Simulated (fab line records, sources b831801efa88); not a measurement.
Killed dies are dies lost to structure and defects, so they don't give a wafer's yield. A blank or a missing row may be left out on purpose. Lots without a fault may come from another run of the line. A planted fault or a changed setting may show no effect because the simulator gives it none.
Which tool did it? | flow gf180mcu | 13 lots, 39 wafers sampled, at 5 steps of a route of 602

WHAT THE GAUGES READ, wafer by wafer
GF_M2_OVL_MEAS_15.
lot  | measured     | on         | M2_OVL (nm)
L954 | day 19 20:02 | overlay-02 | -2 -4 0
L956 | day 20 12:36 | overlay-01 | 3 2 -3
L958 | day 21 02:47 | overlay-01 | -6 -4 -4
L959 | day 21 15:12 | overlay-01 | 1 -4 -2
L960 | day 21 22:25 | overlay-02 | 8 8 5
L961 | day 22 06:32 | overlay-02 | 1 9 9
L962 | day 22 17:59 | overlay-01 | 5 6 5
L970 | day 25 07:28 | overlay-02 | -7 -1 -2
L972 | day 25 21:37 | overlay-02 | 11 2 8
L973 | day 26 07:20 | overlay-02 | 4 6 -5
L974 | day 26 15:23 | overlay-02 | -1 -2 0
L975 | day 26 21:36 | overlay-02 | -5 -4 3
L976 | day 26 21:49 | overlay-02 | 0 2 3

GF_V2_THK_MEAS_01.
lot  | measured     | on            | V2_CVD_00_THK (nm)
L954 | day 19 20:47 | film_metro-03 | 608 598 608
L956 | day 20 13:21 | film_metro-04 | 595 607 600
L958 | day 21 03:33 | film_metro-04 | 594 602 605
L959 | day 21 15:58 | film_metro-04 | 603 595 599
L960 | day 21 23:13 | film_metro-02 | 599 599 603
L961 | day 22 07:22 | film_metro-03 | 600 602 603
L962 | day 22 18:46 | film_metro-02 | 597 595 592
L970 | day 25 08:14 | film_metro-04 | 604 600 603
L972 | day 25 22:24 | film_metro-04 | 604 618 600
L973 | day 26 08:05 | film_metro-02 | 617 603 603
L974 | day 26 16:08 | film_metro-03 | 610 600 618
L975 | day 26 22:23 | film_metro-02 | 610 610 615
L976 | day 26 22:35 | film_metro-02 | 606 599 607

GF_V2_CD_MEAS_14: target cd 260 nm.
lot  | measured     | on        | cd_nm (nm)
L954 | day 20 22:01 | cd_sem-02 | 259.1 259.4 260.2
L956 | day 21 14:11 | cd_sem-01 | 260.0 259.2 261.0
L958 | day 22 03:37 | cd_sem-01 | 260.6 260.4 260.7
L959 | day 22 15:32 | cd_sem-01 | 262.3 261.7 262.2
L960 | day 22 22:34 | cd_sem-01 | 279.4 268.7 268.8
L961 | day 23 06:59 | cd_sem-01 | 275.9 264.7 281.3
L962 | day 23 17:47 | cd_sem-01 | 259.1 259.4 261.3
L970 | day 26 05:24 | cd_sem-02 | 258.1 257.9 258.3
L972 | day 26 20:01 | cd_sem-02 | 259.5 259.8 259.3
L973 | day 27 05:42 | cd_sem-01 | 259.7 259.1 259.6
L974 | day 27 12:49 | cd_sem-01 | 260.3 260.0 260.6
L975 | day 27 19:56 | cd_sem-02 | 259.2 259.1 259.0
L976 | day 27 20:32 | cd_sem-02 | 259.0 259.4 259.3

WHICH TOOL RAN EACH LOT (tool, then ch and the chambers of the sampled wafers, then the start)
lot  | GF_M2_SPUTTER_03             | GF_V2_EXPOSE_11
L954 | pvd_sputter-01, day 18 19:40 | krf_scanner-01 ch 0, day 20 09:41
L956 | pvd_sputter-04, day 19 12:07 | krf_scanner-01 ch 0, day 21 02:26
L958 | pvd_sputter-04, day 20 03:10 | krf_scanner-02 ch 0, day 21 16:05
L959 | pvd_sputter-02, day 20 15:25 | krf_scanner-02 ch 0, day 22 04:05
L960 | pvd_sputter-02, day 20 22:48 | krf_scanner-02 ch 0, day 22 10:59
L961 | pvd_sputter-02, day 21 06:56 | krf_scanner-02 ch 0, day 22 19:47
L962 | pvd_sputter-04, day 21 18:22 | krf_scanner-01 ch 0, day 23 06:45
L970 | pvd_sputter-02, day 24 09:25 | krf_scanner-01 ch 0, day 25 19:37
L972 | pvd_sputter-01, day 25 00:19 | krf_scanner-01 ch 0, day 26 09:25
L973 | pvd_sputter-01, day 25 09:59 | krf_scanner-02 ch 0, day 26 20:01
L974 | pvd_sputter-01, day 25 18:01 | krf_scanner-02 ch 0, day 27 02:35
L975 | pvd_sputter-04, day 26 01:20 | krf_scanner-01 ch 0, day 27 09:59
L976 | pvd_sputter-02, day 26 01:27 | krf_scanner-01 ch 0, day 27 10:27
- GF_M2_SPUTTER_03: material Ti, target thk 10 nm, time 6.7 s.
- GF_V2_EXPOSE_11: exposes mask Via2, target cd 260 nm.

WHAT THE TOOLS THEMSELVES READ (means of the sampled wafers that have a number; where no wafer has one, the mark that the record gives instead)
GF_M2_SPUTTER_03.
lot  | tool           | throttle_valve_pct (%)
L954 | pvd_sputter-01 | 30.2
L956 | pvd_sputter-04 | 29.3
L958 | pvd_sputter-04 | 29.6
L959 | pvd_sputter-02 | 31.2
L960 | pvd_sputter-02 | 30.5
L961 | pvd_sputter-02 | 31.1
L962 | pvd_sputter-04 | 29.5
L970 | pvd_sputter-02 | 31.2
L972 | pvd_sputter-01 | 30.4
L973 | pvd_sputter-01 | 30.9
L974 | pvd_sputter-01 | 31.5
L975 | pvd_sputter-04 | 29.6
L976 | pvd_sputter-02 | 30.5

THE ANSWER, worked out from the rows above alone
Rule: what is usual is taken from the lots themselves. Put in order of their means at a reading, lots are off if they are a third of the lots or fewer, leave a main group of 4 or more, and stand apart from it by a gap of 3 or more times the standard deviation of the main group's means; of several such gaps the widest counts. A main group whose means are all the same, to the digits that the tables above print for the reading, isn't used. A lot without any number at a reading at which 4 lots or more have one is off too. The other lots that the step has rows for count as sound. The gauges are gone through in route order, then the tools' own readings, and for those a lot's mean is taken as printed above. The first step at which some lot is off is used, and at that step the reading that is off furthest; a lot without a number counts as furthest.
Off: L960, L961, at GF_V2_CD_MEAS_14 (cd_nm). The main group: mean 259.8 nm, standard deviation 0.95.
A tool fits if, at a process step before that reading, it ran every lot that is off, and no sound lot after the first of them. The gauges at GF_V2_CD_MEAS_14 are tried like those tools. None of those tried fits.

WHAT THE SIMULATOR HAD PUT IN
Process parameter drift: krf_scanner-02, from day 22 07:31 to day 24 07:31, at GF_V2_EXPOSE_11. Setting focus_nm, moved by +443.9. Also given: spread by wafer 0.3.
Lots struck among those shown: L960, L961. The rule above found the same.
